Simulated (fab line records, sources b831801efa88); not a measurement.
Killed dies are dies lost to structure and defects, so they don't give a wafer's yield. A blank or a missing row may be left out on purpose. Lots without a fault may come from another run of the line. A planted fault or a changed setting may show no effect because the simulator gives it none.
Tool commonality check | flow gf180mcu | 13 lots, 42 wafers sampled

WHY IT WAS OPENED
At GF_M3_CD_MEAS_14 the reading cd_nm is flagged on 1 of 13 lots. Wafers without a fault read 279.7 nm, standard deviation 1.2.
Rule: a lot is flagged when every wafer of it that has a number lies more than 4 standard deviations from that mean, or none has a number. The other lots count as sound.

lot  | measured     | on        | cd_nm (nm), wafer by wafer          | flag
L948 | day 21 07:50 | cd_sem-01 | 281.7 282.2 282.3                   |
L949 | day 21 13:38 | cd_sem-01 | 279.4 279.8 280.0                   |
L950 | day 21 22:31 | cd_sem-01 | 280.5 280.5 279.6                   |
L951 | day 22 05:23 | cd_sem-01 | 280.9 279.4 281.6                   |
L953 | day 23 08:36 | cd_sem-01 | 272.7 243.1 266.3 273.1 243.2 266.8 | FLAGGED
L956 | day 24 20:22 | cd_sem-02 | 279.7 280.6 279.4                   |
L962 | day 26 13:33 | cd_sem-02 | 278.6 280.6 280.7                   |
L963 | day 26 15:38 | cd_sem-02 | 278.8 278.6 280.3                   |
L965 | day 27 09:35 | cd_sem-01 | 277.9 278.9 279.9                   |
L968 | day 27 23:58 | cd_sem-02 | 279.5 278.8 279.0                   |
L967 | day 28 00:56 | cd_sem-02 | 280.8 279.5 279.4                   |
L969 | day 28 08:47 | cd_sem-01 | 278.6 278.5 279.3                   |
L971 | day 28 18:23 | cd_sem-02 | 281.0 279.8 280.1                   |
The numbers of the flagged lots are 260.9 nm on average: -18.8 nm against the usual, or -16 standard deviations.

WHICH TOOL RAN EACH LOT
The record holds 2 process steps before the reading, out of a route of 602 steps. In each cell: the tool, then ch and the chambers that the sampled wafers went through, then the start.
lot  | flag    | GF_M3_SPUTTER_03             | GF_M3_EXPOSE_11
L948 |         | pvd_sputter-03, day 20 07:54 | krf_scanner-02 ch 0, day 20 19:46
L949 |         | pvd_sputter-02, day 20 14:10 | krf_scanner-02 ch 0, day 21 02:08
L950 |         | pvd_sputter-03, day 20 22:49 | krf_scanner-02 ch 0, day 21 10:44
L951 |         | pvd_sputter-02, day 21 05:19 | krf_scanner-02 ch 0, day 21 17:58
L953 | FLAGGED | pvd_sputter-03, day 22 09:26 | krf_scanner-02 ch 0, day 22 21:27
L956 |         | pvd_sputter-03, day 23 22:30 | krf_scanner-01 ch 0, day 24 09:20
L962 |         | pvd_sputter-02, day 25 17:43 | krf_scanner-01 ch 0, day 26 03:41
L963 |         | pvd_sputter-03, day 25 19:16 | krf_scanner-01 ch 0, day 26 04:55
L965 |         | pvd_sputter-02, day 26 13:19 | krf_scanner-01 ch 0, day 26 23:07
L968 |         | pvd_sputter-03, day 27 04:11 | krf_scanner-01 ch 0, day 27 14:46
L967 |         | pvd_sputter-02, day 27 05:25 | krf_scanner-02 ch 0, day 27 16:09
L969 |         | pvd_sputter-03, day 27 13:29 | krf_scanner-02 ch 0, day 27 23:04
L971 |         | pvd_sputter-04, day 27 22:41 | krf_scanner-02 ch 0, day 28 08:42
What these steps do:
- GF_M3_SPUTTER_03: material Ti, target thk 10 nm, time 6.7 s.
- GF_M3_EXPOSE_11: exposes mask Metal3, target cd 280 nm.
- GF_M3_CD_MEAS_14: target cd 280 nm.

FLAGGED OVER TOTAL, TOOL BY TOOL (the gauges that took the reading come last)
step             | tool           | lots run | flagged | share of the flagged lots | sound lots run after its first flagged lot
GF_M3_SPUTTER_03 | pvd_sputter-02 | 5        | 0       | none                      | -
GF_M3_SPUTTER_03 | pvd_sputter-03 | 7        | 1       | all                       | 4 (L956,L963,L968,L969)
GF_M3_SPUTTER_03 | pvd_sputter-04 | 1        | 0       | none                      | -
GF_M3_EXPOSE_11  | krf_scanner-01 | 5        | 0       | none                      | -
GF_M3_EXPOSE_11  | krf_scanner-02 | 8        | 1       | all                       | 3 (L967,L969,L971)
GF_M3_CD_MEAS_14 | cd_sem-01      | 7        | 1       | all                       | 2 (L965,L969)
GF_M3_CD_MEAS_14 | cd_sem-02      | 6        | 0       | none                      | -

WHAT THE TABLE ALLOWS
3 rows of the table ran every flagged lot: pvd_sputter-03 at GF_M3_SPUTTER_03, krf_scanner-02 at GF_M3_EXPOSE_11, cd_sem-01 at GF_M3_CD_MEAS_14.
- pvd_sputter-03 at GF_M3_SPUTTER_03: 1 of its 7 lots flagged. Sound lots ran on it after the first flagged one (L956, L963, L968, L969), which a lasting fault on the whole tool wouldn't allow.
- krf_scanner-02 at GF_M3_EXPOSE_11: 1 of its 8 lots flagged. Sound lots ran on it after the first flagged one (L967, L969, L971), which a lasting fault on the whole tool wouldn't allow. Its own readings lie more than 4 standard deviations out on every wafer of the flagged lots: exposure_dose_mJ_cm2.
- cd_sem-01 at GF_M3_CD_MEAS_14: 1 of its 7 lots flagged. Sound lots ran on it after the first flagged one (L965, L969), which a lasting fault on the whole tool wouldn't allow.
No row of the table ran every flagged lot and no sound lot after the first.

WHAT THE SIMULATOR HAD PUT IN
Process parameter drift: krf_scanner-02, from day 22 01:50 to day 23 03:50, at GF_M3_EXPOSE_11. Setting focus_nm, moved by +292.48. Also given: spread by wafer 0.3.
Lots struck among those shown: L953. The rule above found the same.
